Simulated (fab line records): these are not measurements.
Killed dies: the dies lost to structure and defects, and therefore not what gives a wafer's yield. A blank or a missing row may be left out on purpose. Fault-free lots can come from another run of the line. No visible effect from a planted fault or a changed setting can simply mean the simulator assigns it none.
8D (eight disciplines) problem report, filled in by code | flow sky130 | the parts of the form that need people (team, actions taken, sign-off) are left out

## 1. THE PROBLEM
Wafers free of any fault read 0.294 ohm/sq (standard deviation 0.0034) for VIA3_W_RS at SKY_VIA3_RS_MEAS_22, against a mean of 0.396 ohm/sq on 6 wafers of 2 lots. Measured from the usual mean, that is +30 standard deviations.
The step: measures by four-point-probe.
First observed at day 42 18:20: wafer L235.1, on film-metro-02. The record holds 30 wafers of 10 lots with a number at this step. Rule for "out" (also "out of limits"): further than 4 standard deviations from the usual mean. The other wafers with a number count as sound.

## 2. WHAT IT IS, AND WHAT IT ISN'T
question                    | is                           | is not
which readings at this step | VIA3_W_RS                    | -
which lots                  | L235, L237                   | L226, L227, L230, L236, L240, L241, L247, L248
which wafers of those lots  | all that have a number       | -
read on which gauges        | film-metro-01, film-metro-02 | film-metro-03
when                        | from day 42 18:20            | up to then (9 sound wafers); but 15 sound wafers of L236, L240, L241, L247, L248 came after

## 3. THE SUSPECTS, EACH WITH WHAT RULES IT OUT
Counting: a tool at a process step up to the reading stays a suspect if it ran every lot that is out and no sound lot after the first of them.
- ruled out: the gauge at SKY_VIA3_RS_MEAS_22. Those wafers that are out were read across 2 gauges (film-metro-01, film-metro-02).
- cvd-w-01 at SKY_VIA3_CVD_21 (deposits W, target thk 390 nm, time 117.31 s): ruled out as a lasting fault. After its first lot that is out, L235 (day 42 18:13), sound lots L248 ran on it.
Left after counting: nothing in the record.

## 4. THE CAUSE (what the simulator had put in)
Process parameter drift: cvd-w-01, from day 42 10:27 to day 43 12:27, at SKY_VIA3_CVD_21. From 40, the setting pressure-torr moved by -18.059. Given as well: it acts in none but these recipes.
The count ruled it out by mistake, since the rule takes a fault to strike every lot its tool runs from the start of the fault on, and this one did not do so.

## 5. THE CHAIN OF EFFECTS, in route order
One row per reading whose mean, taken over the struck wafers that have a number, lies over 3 standard deviations from the usual. Only readings for which the record gives a usual standard deviation are gone through. hours: the time from each lot's start at the first step in this table that gives one to its start at this step, as a median over the lots. sigmas: the change in usual standard deviations.
hours | step                 | reading               | usual        | on struck wafers | change | sigmas
0     | SKY_VIA3_CVD_21      | chamber-pressure-Torr | 40.00 Torr   | 21.89            | -18.11 | -99 or more
0     | SKY_VIA3_RS_MEAS_22  | VIA3_W_RS             | 0.294 ohm/sq | 0.396            | +0.102 | +30
0     | SKY_VIA3_THK_MEAS_23 | VIA3_W_THK            | 373 nm       | 281              | -92    | -12
0     | SKY_VIA3_CMP_24      | time-to-endpoint-s    | 93 s         | 68               | -25    | -7.3
The process steps in it:
- SKY_VIA3_CVD_21: deposits W, target thk 390 nm, time 117.31 s.
- SKY_VIA3_CMP_24: polishes, stops on SiO2, t overpolish 20 s, target thk 0 nm.
Later measuring or inspecting steps at which every struck wafer that the step has a row for has a number for every such reading, and none has moved that far: SKY_CAP2M_OVL_MEAS_12.

## 6. WHAT WOULD HAVE CAUGHT IT SOONER
Counted from the fault's start at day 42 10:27, it took 8 hours until the first out-of-limits reading at a measuring or inspecting step in this record, taken at day 42 18:20.
At SKY_VIA3_CVD_21, the tool's own readings (chamber-pressure-Torr) were out on each struck wafer the step has a row for, so an alarm limit on them would have fired on the first such wafer.
